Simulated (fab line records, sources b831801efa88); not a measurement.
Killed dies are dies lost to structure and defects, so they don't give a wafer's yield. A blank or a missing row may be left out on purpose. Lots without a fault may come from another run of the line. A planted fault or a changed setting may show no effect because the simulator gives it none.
fab line records | flow sky130
record lots=5 wafers=15 last_day=49
route steps=708 shown NWELL@34 DNWELL@35 PWDE@45
lots that met no fault: from a run of the same line without faults
start_h: hours from the record's first day to the start of the lot's first wafer shown | wait_h: hours since the lot's step before | " the same as in the row above | L1.1+2: a row that stands for several wafers | - no value, or no start given | * or withheld: withheld | < > ~ a bound
route shown NAME@n: a module of which the file shows steps, and the number in the route of the first | usual: mean/standard deviation of fault-free wafers | same: alike in all rows | chamber/n: place in a boat | sites: the reading at each site | _std_site: their standard deviation | _edge_site: outer sites' mean less inner sites' | radius_mm: how far each site lies from the wafer's centre | mask NAME#n: copy n | behind: the tool/chamber that last shaped the wafer | hold: why the lot was held/for how many hours/how that ended | device: the transistor (n, p or np) that didn't switch | end of line: the same wafers' tests at the end of the route | a step without rows: its recipe alone | killed: dies lost to structure and defects at the first sort, not the wafer's yield | map: a wafer's dies, x killed, . not, _ none there
set.NAME: the setting as run; set.NAME@STEP: as run at that earlier step | model.NAME: the simulator's own value behind a step, which no gauge read
lots at some steps of the route; a table a step, a row a wafer
services: from which hour (start_h, from the record's first day; less than 0 if before it) a tool's chamber was out of use, for how many hours, and why
## steps
# step SKY_NWELL_THK_MEAS_02
# recipe reads=SiO2_of_NWELL_OXIDATION_01
# usual NWELL_OXIDATION_THK=9.90/0.16
# columns lot.wafer tool chamber start_h wait_h NWELL_OXIDATION_THK[nm]
L078.1 film_metro-01 - 58.95 0.0 9.98
L078.5 " - " " 9.94
L078.6 " - " " 9.89
L079.1 film_metro-04 - 63.12 0.0 9.83
L079.3 " - " " 9.86
L079.4 " - " " 9.78
L084.1 film_metro-03 - 87.88 0.0 10.04
L084.2 " - " " 10.09
L084.5 " - " " 10.12
L091.2 film_metro-04 - 124.82 0.0 9.92
L091.3 " - " " 10.05
L091.6 " - " " 10.02
L094.3 film_metro-03 - 140.80 0.0 9.79
L094.5 " - " " 9.89
L094.6 " - " " 10.00
# step SKY_DNWELL_DEHYDRATE_00
# recipe temp_c=200 time_s=60
# usual heater_power_total_W=160.36/0.13
# columns lot.wafer tool chamber start_h wait_h heater_power_total_W
L078.1 litho_track-01 0 66.15 7.2 160.50
L078.5 " 0 " " 160.12
L078.6 " 0 " " 160.57
L079.1 litho_track-03 0 70.47 7.3 160.59
L079.3 " 0 " " 160.27
L079.4 " 0 " " 160.55
L084.1 litho_track-03 0 95.97 8.1 160.36
L084.2 " 0 " " 160.39
L084.5 " 0 " " 160.42
L091.2 litho_track-02 0 134.04 9.2 160.20
L091.3 " 0 " " 160.51
L091.6 " 0 " " 160.20
L094.3 litho_track-01 0 150.10 9.3 160.38
L094.5 " 0 " " 160.38
L094.6 " 0 " " 160.50
# step SKY_DNWELL_HMDS_01
# recipe prime_time_s=60 prime_temp_c=120
# same prime_time_s=60
# columns lot.wafer tool chamber start_h wait_h
L078.1+5+6 litho_track-01 0 66.30 0.1
L079.1+3+4 litho_track-03 0 70.62 0.1
L084.1+2+5 litho_track-03 0 96.12 0.1
L091.2+3+6 litho_track-02 0 134.19 0.1
L094.3+5+6 litho_track-01 0 150.25 0.1
# step SKY_DNWELL_COAT_02
# recipe spin_rpm=2000 resist_thk_nm=3000
# columns lot.wafer tool chamber start_h wait_h
L078.1+5+6 litho_track-01 0 66.45 0.1
L079.1+3+4 litho_track-03 0 70.77 0.1
L084.1+2+5 litho_track-03 0 96.27 0.1
L091.2+3+6 litho_track-02 0 134.34 0.1
L094.3+5+6 litho_track-01 0 150.40 0.1
# step SKY_DNWELL_SOFTBAKE_03
# recipe temp_c=110 time_s=withheld
# usual heater_power_total_W=65.30/0.14
# columns lot.wafer tool chamber start_h wait_h heater_power_total_W
L078.1 litho_track-01 0 66.60 0.1 65.40
L078.5 " 0 " " 65.24
L078.6 " 0 " " 65.24
L079.1 litho_track-03 0 70.92 0.1 65.05
L079.3 " 0 " " 65.20
L079.4 " 0 " " 65.24
L084.1 litho_track-03 0 96.42 0.1 65.50
L084.2 " 0 " " 65.14
L084.5 " 0 " " 65.11
L091.2 litho_track-02 0 134.49 0.1 65.13
L091.3 " 0 " " 65.14
L091.6 " 0 " " 65.26
L094.3 litho_track-01 0 150.57 0.1 65.32
L094.5 " 0 " " 65.52
L094.6 " 0 " " 65.16
# step SKY_DNWELL_EXPOSE_04
# recipe mask_id=DNM na=0.57 target_cd_nm=3000 dose_mj=222
# columns lot.wafer tool chamber start_h wait_h mask
L078.1+5+6 iline_stepper-01 0 - - DNM#0
L079.1+3+4 iline_stepper-01 0 - - DNM#0
L084.1+2+5 iline_stepper-02 0 - - DNM#0
L091.2+3+6 iline_stepper-01 0 - - DNM#0
L094.3+5+6 iline_stepper-01 0 - - DNM#0
# step SKY_DNWELL_PEB_05
# recipe temp_c=115 time_s=withheld
# usual heater_power_total_W=69.36/0.12
# columns lot.wafer tool chamber start_h wait_h heater_power_total_W
L078.1 litho_track-01 0 - - 69.54
L078.5 " 0 " " 69.46
L078.6 " 0 " " 69.43
L079.1 litho_track-01 0 - - 69.24
L079.3 " 0 " " 69.50
L079.4 " 0 " " 69.24
L084.1 litho_track-01 0 - - 69.31
L084.2 " 0 " " 69.24
L084.5 " 0 " " 69.17
L091.2 litho_track-01 0 - - 69.56
L091.3 " 0 " " 69.57
L091.6 " 0 " " 69.45
L094.3 litho_track-03 0 - - 69.36
L094.5 " 0 " " 69.26
L094.6 " 0 " " 69.46
# step SKY_DNWELL_DEVELOP_06
# recipe wall_angle_deg=90 developer=TMAH develop_time_s=60 dev_temp_c=23
# columns lot.wafer tool chamber start_h wait_h
L078.1+5+6 litho_track-01 0 - -
L079.1+3+4 litho_track-01 0 - -
L084.1+2+5 litho_track-01 0 - -
L091.2+3+6 litho_track-01 0 - -
L094.3+5+6 litho_track-03 0 - -
# step SKY_DNWELL_IMPLANT_07
# recipe species=P energy_kev=withheld dose_cm2=withheld tilt_deg=withheld
# usual end_station_pressure_torr=4.99e-06/2.5e-07
# columns lot.wafer tool chamber start_h wait_h end_station_pressure_torr
L078.1 implanter-03 0 74.65 - 5.18e-06
L078.5 " 0 " " 4.85e-06
L078.6 " 0 " " 5.34e-06
L079.1 implanter-03 0 78.90 - 4.59e-06
L079.3 " 0 " " 5.25e-06
L079.4 " 0 " " 5.02e-06
L084.1 implanter-02 0 105.35 - 4.58e-06
L084.2 " 0 " " 4.88e-06
L084.5 " 0 " " 4.92e-06
L091.2 implanter-02 0 144.18 - 4.97e-06
L091.3 " 0 " " 4.96e-06
L091.6 " 0 " " 5.14e-06
L094.3 implanter-03 0 160.62 - 5.24e-06
L094.5 " 0 " " 4.86e-06
L094.6 " 0 " " 4.76e-06
# step SKY_DNWELL_STRIP_08
# recipe chemistry=O2/N2 power_w=1400 pressure_mtorr=1500 platen_temp_c=withheld o2_flow_sccm=3000 n2_flow_sccm=300 overash_fraction=0.5
# usual drypump_motor_current_A=5.9/0.54 oes_product_au=0.722/0.0046 strip_time_to_endpoint_s=37.00/0.099
# columns lot.wafer tool chamber start_h wait_h drypump_motor_current_A oes_product_au rf_hours_counter_h strip_time_to_endpoint_s
L078.1 plasma_asher-03 1 74.80 0.1 5.3 0.722 40 37.13
L078.5 " 1 " " 5.3 0.718 - 37.15
L078.6 " 0 " " 6.1 0.726 - 37.06
L079.1 plasma_asher-03 0 79.05 0.1 6.2 0.721 40 36.95
L079.3 " 0 " " 6.2 0.731 - 36.95
L079.4 " 1 " " 5.3 0.724 - 36.93
L084.1 plasma_asher-02 1 105.50 0.1 6.4 0.725 27 37.12
L084.2 " 0 " " 5.8 0.724 27 37.07
L084.5 " 0 " " 5.8 0.724 - 37.14
L091.2 plasma_asher-03 1 144.30 0.1 5.3 0.715 1 37.20
L091.3 " 1 " " 5.3 0.722 - 37.04
L091.6 " 0 " " 6.2 0.720 - 37.15
L094.3 plasma_asher-03 1 160.75 0.1 5.3 0.729 - 36.98
L094.5 " 1 " " 5.3 0.728 - 36.89
L094.6 " 0 " " 6.2 0.725 - 36.86
# step SKY_DNWELL_TW_MEAS_09
# usual DNWELL_TW=1119/11
# columns lot.wafer tool chamber start_h wait_h DNWELL_TW
L078.1 film_metro-01 - 74.90 0.1 1114
L078.5 " - " " 1114
L078.6 " - " " 1118
L079.1 film_metro-04 - 79.15 0.1 1127
L079.3 " - " " 1121
L079.4 " - " " 1123
L084.1 film_metro-03 - 105.60 0.1 1105
L084.2 " - " " 1101
L084.5 " - " " 1102
L091.2 film_metro-01 - 144.41 0.1 1111
L091.3 " - " " 1116
L091.6 " - " " 1114
L094.3 film_metro-04 - 160.84 0.1 1133
L094.5 " - " " 1129
L094.6 " - " " 1133
# step SKY_PWDE_DEHYDRATE_00
# recipe temp_c=200 time_s=60
# usual heater_power_total_W=160.39/0.13
# columns lot.wafer tool chamber start_h wait_h heater_power_total_W
L078.1 litho_track-03 0 81.82 6.9 160.45
L078.5 " 0 " " 160.36
L078.6 " 0 " " 160.48
L079.1 litho_track-01 0 87.25 8.1 160.47
L079.3 " 0 " " 160.65
L079.4 " 0 " " 160.25
L084.1 litho_track-03 0 113.92 8.3 160.52
L084.2 " 0 " " 160.37
L084.5 " 0 " " 160.35
L091.2 litho_track-04 0 154.01 9.6 160.54
L091.3 " 0 " " 160.29
L091.6 " 0 " " 160.45
L094.3 litho_track-03 0 170.82 10.0 160.27
L094.5 " 0 " " 160.37
L094.6 " 0 " " 160.36
# step SKY_PWDE_HMDS_01
# recipe prime_time_s=60 prime_temp_c=120
# same prime_time_s=60
# columns lot.wafer tool chamber start_h wait_h
L078.1+5+6 litho_track-03 0 81.97 0.1
L079.1+3+4 litho_track-01 0 87.40 0.1
L084.1+2+5 litho_track-03 0 114.07 0.1
L091.2+3+6 litho_track-04 0 154.16 0.1
L094.3+5+6 litho_track-03 0 170.97 0.1
# step SKY_PWDE_COAT_02
# recipe spin_rpm=2000 resist_thk_nm=3000
# columns lot.wafer tool chamber start_h wait_h
L078.1+5+6 litho_track-03 0 82.12 0.1
L079.1+3+4 litho_track-01 0 87.55 0.1
L084.1+2+5 litho_track-03 0 114.22 0.1
L091.2+3+6 litho_track-04 0 154.31 0.1
L094.3+5+6 litho_track-03 0 171.12 0.1
# step SKY_PWDE_SOFTBAKE_03
# recipe temp_c=110 time_s=withheld
# usual heater_power_total_W=65.30/0.13
# columns lot.wafer tool chamber start_h wait_h heater_power_total_W
L078.1 litho_track-03 0 82.27 0.1 65.44
L078.5 " 0 " " 65.41
L078.6 " 0 " " 65.44
L079.1 litho_track-01 0 87.70 0.1 65.38
L079.3 " 0 " " 65.45
L079.4 " 0 " " 65.38
L084.1 litho_track-03 0 114.37 0.1 65.42
L084.2 " 0 " " 65.26
L084.5 " 0 " " 65.09
L091.2 litho_track-04 0 154.47 0.1 65.28
L091.3 " 0 " " 65.42
L091.6 " 0 " " 65.18
L094.3 litho_track-03 0 171.29 0.1 65.49
L094.5 " 0 " " 65.44
L094.6 " 0 " " 65.32
# step SKY_PWDE_EXPOSE_04
# recipe mask_id=PWDEM na=0.6 source_shape=conventional sigma_outer=0.6 polarization=unpolarized target_cd_nm=840 dose_mj=214
# columns lot.wafer tool chamber start_h wait_h mask
L078.1+5+6 iline_stepper-01 0 - - PWDEM#0
L079.1+3+4 iline_stepper-02 0 - - PWDEM#0
L084.1+2+5 iline_stepper-01 0 - - PWDEM#0
L091.2+3+6 iline_stepper-02 0 - - PWDEM#0
L094.3+5+6 iline_stepper-01 0 - - PWDEM#0
# step SKY_PWDE_PEB_05
# recipe temp_c=115 time_s=withheld
# usual heater_power_total_W=69.37/0.13
# columns lot.wafer tool chamber start_h wait_h heater_power_total_W
L078.1 litho_track-03 0 - - 69.46
L078.5 " 0 " " 69.31
L078.6 " 0 " " 69.27
L079.1 litho_track-01 0 - - 69.48
L079.3 " 0 " " 69.10
L079.4 " 0 " " 69.53
L084.1 litho_track-03 0 - - 69.28
L084.2 " 0 " " 69.56
L084.5 " 0 " " 69.17
L091.2 litho_track-04 0 - - 69.13
L091.3 " 0 " " 69.20
L091.6 " 0 " " 69.53
L094.3 litho_track-01 0 - - 69.55
L094.5 " 0 " " 69.50
L094.6 " 0 " " 69.47
# step SKY_PWDE_DEVELOP_06
# recipe wall_angle_deg=90 developer=TMAH develop_time_s=60 dev_temp_c=23
# columns lot.wafer tool chamber start_h wait_h
L078.1+5+6 litho_track-03 0 - -
L079.1+3+4 litho_track-01 0 - -
L084.1+2+5 litho_track-03 0 - -
L091.2+3+6 litho_track-04 0 - -
L094.3+5+6 litho_track-01 0 - -
# step SKY_PWDE_OVL_MEAS_07
# usual PWDE_OVL=-0.4/1.5
# columns lot.wafer tool chamber start_h wait_h PWDE_OVL[nm]
L078.1 overlay-02 - 90.87 - -0.5
L078.5 " - " " -3.6
L078.6 " - " " -0.9
L079.1 overlay-01 - 96.60 - 1.2
L079.3 " - " " 0.1
L079.4 " - " " -0.4
L084.1 overlay-01 - 123.12 - -0.5
L084.2 " - " " 0.4
L084.5 " - " " 0.4
L091.2 overlay-01 - 164.44 - 2.4
L091.3 " - " " 0.9
L091.6 " - " " -0.7
L094.3 overlay-02 - 181.91 - -1.7
L094.5 " - " " -3.0
L094.6 " - " " -2.4
# step SKY_PWDE_IMPLANT_08
# recipe species=B energy_kev=150 dose_cm2=3.6e+12 tilt_deg=withheld
# usual beam_on_s=10.00/0.21 end_station_pressure_torr=5.01e-06/2.7e-07
# columns lot.wafer tool chamber start_h wait_h beam_on_s end_station_pressure_torr
L078.1 implanter-01 0 90.91 0.0 10.15 5.02e-06
L078.5 " 0 " " 9.91 5.33e-06
L078.6 " 0 " " 10.36 4.96e-06
L079.1 implanter-01 0 96.64 0.0 10.10 4.97e-06
L079.3 " 0 " " 9.88 4.62e-06
L079.4 " 0 " " 10.08 5.28e-06
L084.1 implanter-01 0 123.16 0.0 10.23 5.23e-06
L084.2 " 0 " " 10.11 5.12e-06
L084.5 " 0 " " 9.98 5.69e-06
L091.2 implanter-01 0 164.49 0.0 9.77 5.05e-06
L091.3 " 0 " " 10.52 5.22e-06
L091.6 " 0 " " 10.06 4.83e-06
L094.3 implanter-01 0 181.99 0.1 9.74 5.02e-06
L094.5 " 0 " " 9.72 5.02e-06
L094.6 " 0 " " 10.30 5.05e-06
# step SKY_PWDE_STRIP_09
# recipe chemistry=O2/N2 power_w=1400 pressure_mtorr=1500 platen_temp_c=withheld o2_flow_sccm=3000 n2_flow_sccm=300 overash_fraction=0.5
# usual drypump_motor_current_A=5.7/0.73 oes_product_au=0.722/0.0047 strip_time_to_endpoint_s=36.95/0.12
# columns lot.wafer tool chamber start_h wait_h drypump_motor_current_A oes_product_au rf_hours_counter_h strip_time_to_endpoint_s
L078.1 plasma_asher-03 1 91.06 0.1 5.3 0.723 41 36.92
L078.5 " 1 " " 5.3 0.718 - 36.97
L078.6 " 0 " " 6.2 0.719 - 36.94
L079.1 plasma_asher-04 1 96.79 0.1 6.7 0.727 43 37.08
L079.3 " 0 " " 5.2 0.719 - 37.19
L079.4 " 1 " " 6.7 0.728 - 37.01
L084.1 plasma_asher-04 1 123.31 0.1 6.7 0.723 47 37.03
L084.2 " 0 " " 5.1 0.716 47 37.03
L084.5 " 0 " " 5.1 0.721 - 36.98
L091.2 plasma_asher-01 1 164.62 0.1 5.2 0.727 48 37.11
L091.3 " 0 " " 4.9 0.726 - 37.04
L091.6 " 1 " " 5.2 0.723 - 37.00
L094.3 plasma_asher-03 1 182.12 0.1 5.3 0.720 - 36.81
L094.5 " 0 " " 6.2 0.721 - 36.84
L094.6 " 1 " " 5.3 0.720 - 36.77
# step SKY_PWDE_TW_MEAS_10
# usual PWDE_TW=375/3.4
# columns lot.wafer tool chamber start_h wait_h PWDE_TW
L078.1 film_metro-03 - 91.16 0.1 371
L078.5 " - " " 373
L078.6 " - " " 372
L079.1 film_metro-03 - 96.89 0.1 370
L079.3 " - " " 371
L079.4 " - " " 372
L084.1 film_metro-01 - 123.41 0.1 374
L084.2 " - " " 374
L084.5 " - " " 377
L091.2 film_metro-03 - 164.73 0.1 371
L091.3 " - " " 370
L091.6 " - " " 371
L094.3 film_metro-03 - 182.21 0.1 371
L094.5 " - " " 372
L094.6 " - " " 371
# step SKY_NWELL_DEHYDRATE_03
# recipe temp_c=200 time_s=60
# usual heater_power_total_W=160.37/0.13
# columns lot.wafer tool chamber start_h wait_h heater_power_total_W
L078.1 litho_track-02 0 99.16 8.0 160.25
L078.5 " 0 " " 160.46
L078.6 " 0 " " 160.51
L079.1 litho_track-04 0 105.18 8.3 160.23
L079.3 " 0 " " 160.16
L079.4 " 0 " " 160.32
L084.1 litho_track-02 0 133.01 9.6 160.27
L084.2 " 0 " " 160.26
L084.5 " 0 " " 160.52
L091.2 litho_track-01 0 175.23 10.5 160.64
L091.3 " 0 " " 160.51
L091.6 " 0 " " 160.27
L094.3 litho_track-04 0 192.43 10.2 160.46
L094.5 " 0 " " 160.49
L094.6 " 0 " " 160.52
# step SKY_NWELL_HMDS_04
# recipe prime_time_s=60 prime_temp_c=120
# same prime_time_s=60
# columns lot.wafer tool chamber start_h wait_h
L078.1+5+6 litho_track-02 0 99.31 0.1
L079.1+3+4 litho_track-04 0 105.33 0.1
L084.1+2+5 litho_track-02 0 133.16 0.1
L091.2+3+6 litho_track-01 0 175.38 0.1
L094.3+5+6 litho_track-04 0 192.58 0.1
# step SKY_NWELL_COAT_05
# recipe spin_rpm=2000 resist_thk_nm=3000
# columns lot.wafer tool chamber start_h wait_h
L078.1+5+6 litho_track-02 0 99.46 0.1
L079.1+3+4 litho_track-04 0 105.48 0.1
L084.1+2+5 litho_track-02 0 133.31 0.1
L091.2+3+6 litho_track-01 0 175.53 0.1
L094.3+5+6 litho_track-04 0 192.73 0.1
# step SKY_NWELL_SOFTBAKE_06
# recipe temp_c=110 time_s=withheld
# usual heater_power_total_W=65.32/0.14
# columns lot.wafer tool chamber start_h wait_h heater_power_total_W
L078.1 litho_track-02 0 99.61 0.1 65.28
L078.5 " 0 " " 65.36
L078.6 " 0 " " 65.39
L079.1 litho_track-04 0 105.63 0.1 65.47
L079.3 " 0 " " 65.58
L079.4 " 0 " " 65.22
L084.1 litho_track-02 0 133.46 0.1 65.29
L084.2 " 0 " " 65.12
L084.5 " 0 " " 65.16
L091.2 litho_track-01 0 175.68 0.1 65.57
L091.3 " 0 " " 65.42
L091.6 " 0 " " 65.38
L094.3 litho_track-04 0 192.90 0.1 65.56
L094.5 " 0 " " 65.25
L094.6 " 0 " " 65.29
# step SKY_NWELL_EXPOSE_07
# recipe mask_id=NWM na=0.6 source_shape=conventional sigma_outer=0.6 polarization=unpolarized target_cd_nm=840 dose_mj=255
# columns lot.wafer tool chamber start_h wait_h mask
L078.1+5+6 iline_stepper-02 0 - - NWM#0
L079.1+3+4 iline_stepper-01 0 - - NWM#0
L084.1+2+5 iline_stepper-02 0 - - NWM#0
L091.2+3+6 iline_stepper-01 0 - - NWM#0
L094.3+5+6 iline_stepper-01 0 - - NWM#0
# step SKY_NWELL_PEB_08
# recipe temp_c=115 time_s=withheld
# usual heater_power_total_W=69.35/0.13
# columns lot.wafer tool chamber start_h wait_h heater_power_total_W
L078.1 litho_track-02 0 - - 69.45
L078.5 " 0 " " 69.52
L078.6 " 0 " " 69.36
L079.1 litho_track-04 0 - - 69.47
L079.3 " 0 " " 69.40
L079.4 " 0 " " 69.49
L084.1 litho_track-04 0 - - 69.24
L084.2 " 0 " " 69.16
L084.5 " 0 " " 69.12
L091.2 litho_track-02 0 - - 69.26
L091.3 " 0 " " 69.32
L091.6 " 0 " " 69.42
L094.3 litho_track-01 0 - - 69.20
L094.5 " 0 " " 69.47
L094.6 " 0 " " 69.20
# step SKY_NWELL_DEVELOP_09
# recipe wall_angle_deg=90 developer=TMAH develop_time_s=60 dev_temp_c=23
# columns lot.wafer tool chamber start_h wait_h
L078.1+5+6 litho_track-02 0 - -
L079.1+3+4 litho_track-04 0 - -
L084.1+2+5 litho_track-04 0 - -
L091.2+3+6 litho_track-02 0 - -
L094.3+5+6 litho_track-01 0 - -
# step SKY_NWELL_OVL_MEAS_10
# usual NWELL_00_OVL=-0.3/1.4
# columns lot.wafer tool chamber start_h wait_h NWELL_00_OVL[nm]
L078.1 overlay-02 - 108.81 - 1.4
L078.5 " - " " 0.9
L078.6 " - " " -0.4
L079.1 overlay-01 - 114.43 - 2.3
L079.3 " - " " -1.6
L079.4 " - " " 1.4
L084.1 overlay-01 - 142.88 - -0.3
L084.2 " - " " 1.3
L084.5 " - " " 1.0
L091.2 overlay-02 - 186.62 - -0.2
L091.3 " - " " 1.6
L091.6 " - " " -0.8
L094.3 overlay-02 - 203.81 - -0.6
L094.5 " - " " -0.5
L094.6 " - " " 1.0
# step SKY_NWELL_IMPLANT_11
# recipe species=P energy_kev=400 dose_cm2=1.9e+13 tilt_deg=withheld
# usual beam_on_s=10.00/0.19 end_station_pressure_torr=5.05e-06/2.8e-07
# columns lot.wafer tool chamber start_h wait_h beam_on_s end_station_pressure_torr
L078.1 implanter-04 0 108.85 0.0 10.13 5.01e-06
L078.5 " 0 " " 10.10 5.15e-06
L078.6 " 0 " " 10.06 5.19e-06
L079.1 implanter-03 0 114.47 0.0 9.79 5.26e-06
L079.3 " 0 " " 9.85 4.96e-06
L079.4 " 0 " " 9.98 5.52e-06
L084.1 implanter-02 0 142.92 0.0 9.84 5.34e-06
L084.2 " 0 " " 9.93 5.1e-06
L084.5 " 0 " " 10.02 4.92e-06
L091.2 implanter-03 0 186.67 0.0 10.19 4.8e-06
L091.3 " 0 " " 10.12 5.29e-06
L091.6 " 0 " " 9.97 4.99e-06
L094.3 implanter-03 0 203.89 0.1 9.74 5.03e-06
L094.5 " 0 " " 9.66 4.92e-06
L094.6 " 0 " " 9.95 5.09e-06
# step SKY_NWELL_IMPLANT_12
# recipe species=P energy_kev=120 dose_cm2=1.3e+12 tilt_deg=withheld
# usual beam_on_s=10.00/0.2 end_station_pressure_torr=5.02e-06/2.6e-07
# columns lot.wafer tool chamber start_h wait_h beam_on_s end_station_pressure_torr
L078.1 implanter-04 0 109.00 0.1 9.67 4.66e-06
L078.5 " 0 " " 9.89 5.46e-06
L078.6 " 0 " " 9.98 5.11e-06
L079.1 implanter-03 0 114.62 0.1 10.27 5.29e-06
L079.3 " 0 " " 9.87 4.91e-06
L079.4 " 0 " " 9.91 5.1e-06
L084.1 implanter-02 0 143.07 0.1 9.81 5.14e-06
L084.2 " 0 " " 9.82 5.32e-06
L084.5 " 0 " " 10.14 5.11e-06
L091.2 implanter-03 0 186.82 0.1 9.70 5.2e-06
L091.3 " 0 " " 9.89 4.81e-06
L091.6 " 0 " " 10.51 5.44e-06
L094.3 implanter-03 0 204.04 0.1 9.96 5.31e-06
L094.5 " 0 " " 9.99 4.91e-06
L094.6 " 0 " " 10.05 5.08e-06
# step SKY_NWELL_IMPLANT_13
# recipe species=P energy_kev=50 dose_cm2=7e+11 tilt_deg=withheld
# usual beam_on_s=10.03/0.19 end_station_pressure_torr=4.96e-06/2.9e-07
# columns lot.wafer tool chamber start_h wait_h beam_on_s end_station_pressure_torr
L078.1 implanter-04 0 109.15 0.1 10.38 4.98e-06
L078.5 " 0 " " 10.12 4.94e-06
L078.6 " 0 " " 10.26 4.84e-06
L079.1 implanter-03 0 114.77 0.1 9.96 4.65e-06
L079.3 " 0 " " 10.03 4.75e-06
L079.4 " 0 " " 9.90 4.91e-06
L084.1 implanter-02 0 143.22 0.1 10.00 4.51e-06
L084.2 " 0 " " 10.13 5.31e-06
L084.5 " 0 " " 10.28 4.96e-06
L091.2 implanter-03 0 186.97 0.1 10.12 4.96e-06
L091.3 " 0 " " 10.04 4.6e-06
L091.6 " 0 " " 9.95 4.94e-06
L094.3 implanter-03 0 204.19 0.1 10.23 4.58e-06
L094.5 " 0 " " 10.19 4.95e-06
L094.6 " 0 " " 9.60 4.99e-06
# step SKY_NWELL_STRIP_14
# recipe chemistry=O2/N2 power_w=1400 pressure_mtorr=1500 platen_temp_c=withheld o2_flow_sccm=3000 n2_flow_sccm=300 overash_fraction=0.5
# usual drypump_motor_current_A=5.5/0.57 oes_product_au=0.723/0.0044 strip_time_to_endpoint_s=36.94/0.095
# columns lot.wafer tool chamber start_h wait_h drypump_motor_current_A oes_product_au rf_hours_counter_h strip_time_to_endpoint_s
L078.1 plasma_asher-01 1 109.30 0.1 5.2 0.730 42 37.01
L078.5 " 0 " " 4.9 0.727 - 37.08
L078.6 " 1 " " 5.2 0.721 - 37.07
L079.1 plasma_asher-02 1 114.92 0.1 6.5 0.729 28 36.98
L079.3 " 0 " " 5.8 0.731 - 36.89
L079.4 " 1 " " 6.5 0.730 - 36.95
L084.1 plasma_asher-02 1 143.37 0.1 6.4 0.722 32 37.03
L084.2 " 0 " " 5.8 0.721 32 36.93
L084.5 " 0 " " 5.8 0.727 - 36.94
L091.2 plasma_asher-01 0 187.10 0.1 4.8 0.724 51 36.80
L091.3 " 0 " " 4.8 0.724 - 36.80
L091.6 " 0 " " 4.8 0.723 - 36.78
L094.3 plasma_asher-03 1 204.32 0.1 5.3 0.726 - 36.82
L094.5 " 1 " " 5.3 0.725 - 36.91
L094.6 " 0 " " 6.2 0.717 - 36.92
# step SKY_NWELL_TW_MEAS_15
# usual NWELL_TW=1826/17
# columns lot.wafer tool chamber start_h wait_h NWELL_TW
L078.1 film_metro-04 - 109.40 0.1 1852
L078.5 " - " " 1856
L078.6 " - " " 1852
L079.1 film_metro-04 - 115.02 0.1 1848
L079.3 " - " " 1844
L079.4 " - " " 1848
L084.1 film_metro-04 - 143.47 0.1 1850
L084.2 " - " " 1839
L084.5 " - " " 1845
L091.2 film_metro-04 - 187.21 0.1 1832
L091.3 " - " " 1831
L091.6 " - " " 1833
L094.3 film_metro-04 - 204.41 0.1 1833
L094.5 " - " " 1839
L094.6 " - " " 1840
# step SKY_NWELL_DEHYDRATE_16
# recipe temp_c=200 time_s=60
# usual heater_power_total_W=160.37/0.12
# columns lot.wafer tool chamber start_h wait_h heater_power_total_W
L078.1 litho_track-04 0 117.13 7.7 160.17
L078.5 " 0 " " 160.37
L078.6 " 0 " " 160.35
L079.1 litho_track-02 0 123.56 8.5 160.42
L079.3 " 0 " " 160.51
L079.4 " 0 " " 160.40
L084.1 litho_track-01 0 152.65 9.2 160.39
L084.2 " 0 " " 160.36
L084.5 " 0 " " 160.56
L091.2 litho_track-01 0 197.78 10.6 160.59
L091.3 " 0 " " 160.17
L091.6 " 0 " " 160.21
L094.3 litho_track-01 0 214.55 10.1 160.49
L094.5 " 0 " " 160.38
L094.6 " 0 " " 160.48
# step SKY_NWELL_HMDS_17
# recipe prime_time_s=60 prime_temp_c=120
# same prime_time_s=60
# columns lot.wafer tool chamber start_h wait_h
L078.1+5+6 litho_track-04 0 117.28 0.1
L079.1+3+4 litho_track-02 0 123.71 0.1
L084.1+2+5 litho_track-01 0 152.80 0.1
L091.2+3+6 litho_track-01 0 197.93 0.1
L094.3+5+6 litho_track-01 0 214.70 0.1
# step SKY_NWELL_COAT_18
# recipe spin_rpm=2000 resist_thk_nm=3000
# columns lot.wafer tool chamber start_h wait_h
L078.1+5+6 litho_track-04 0 117.43 0.1
L079.1+3+4 litho_track-02 0 123.86 0.1
L084.1+2+5 litho_track-01 0 152.95 0.1
L091.2+3+6 litho_track-01 0 198.08 0.1
L094.3+5+6 litho_track-01 0 214.85 0.1
# step SKY_NWELL_SOFTBAKE_19
# recipe temp_c=110 time_s=withheld
# usual heater_power_total_W=65.32/0.14
# columns lot.wafer tool chamber start_h wait_h heater_power_total_W
L078.1 litho_track-04 0 117.58 0.1 65.32
L078.5 " 0 " " 65.53
L078.6 " 0 " " 65.34
L079.1 litho_track-02 0 124.01 0.1 65.14
L079.3 " 0 " " 65.12
L079.4 " 0 " " 65.12
L084.1 litho_track-01 0 153.10 0.1 65.34
L084.2 " 0 " " 65.60
L084.5 " 0 " " 65.10
L091.2 litho_track-01 0 198.23 0.1 65.21
L091.3 " 0 " " 65.33
L091.6 " 0 " " 65.42
L094.3 litho_track-01 0 215.02 0.1 65.35
L094.5 " 0 " " 65.24
L094.6 " 0 " " 65.39
# step SKY_NWELL_EXPOSE_20
# recipe mask_id=NWM_COMPLEMENT na=0.6 source_shape=conventional sigma_outer=0.6 polarization=unpolarized target_cd_nm=840 dose_mj=260
# columns lot.wafer tool chamber start_h wait_h mask
L078.1+5+6 iline_stepper-01 0 - - NWM_COMPLEMENT#0
L079.1+3+4 iline_stepper-01 0 - - NWM_COMPLEMENT#0
L084.1+2+5 iline_stepper-01 0 - - NWM_COMPLEMENT#0
L091.2+3+6 iline_stepper-01 0 - - NWM_COMPLEMENT#0
L094.3+5+6 iline_stepper-02 0 - - NWM_COMPLEMENT#0
## services
# columns tool chamber start_h hours kind
litho_track-04 - 42.46 - consumable_replace:filter
iline_stepper-02 - 42.84 15.4 repair
litho_track-01 - 48.43 - consumable_replace:filter
implanter-03 - 62.75 4.3 repair
implanter-02 - 89.38 5.5 pm
plasma_asher-03 - 92.47 28.1 pm
plasma_asher-01 - 95.61 7.7 repair
iline_stepper-01 - 99.54 1.7 pm
plasma_asher-03 - 120.57 9.0 pm
plasma_asher-03 0 120.57 9.0 vent_cycle
plasma_asher-03 1 120.57 9.0 vent_cycle
plasma_asher-03 0 129.57 - clean
implanter-03 - 142.14 2.7 pm
implanter-02 - 147.38 6.5 repair
plasma_asher-01 - 148.70 0.9 repair
iline_stepper-02 - 160.63 1.7 pm
implanter-04 - 161.57 3.1 repair
litho_track-04 - 167.26 - consumable_replace:filter
iline_stepper-02 - 172.99 20.2 repair
implanter-04 - 174.49 4.9 pm
plasma_asher-02 - 180.28 14.6 pm
implanter-01 - 185.93 3.4 pm
iline_stepper-02 - 201.32 4.4 pm
plasma_asher-01 - 203.24 1.8 repair
## key
fault none
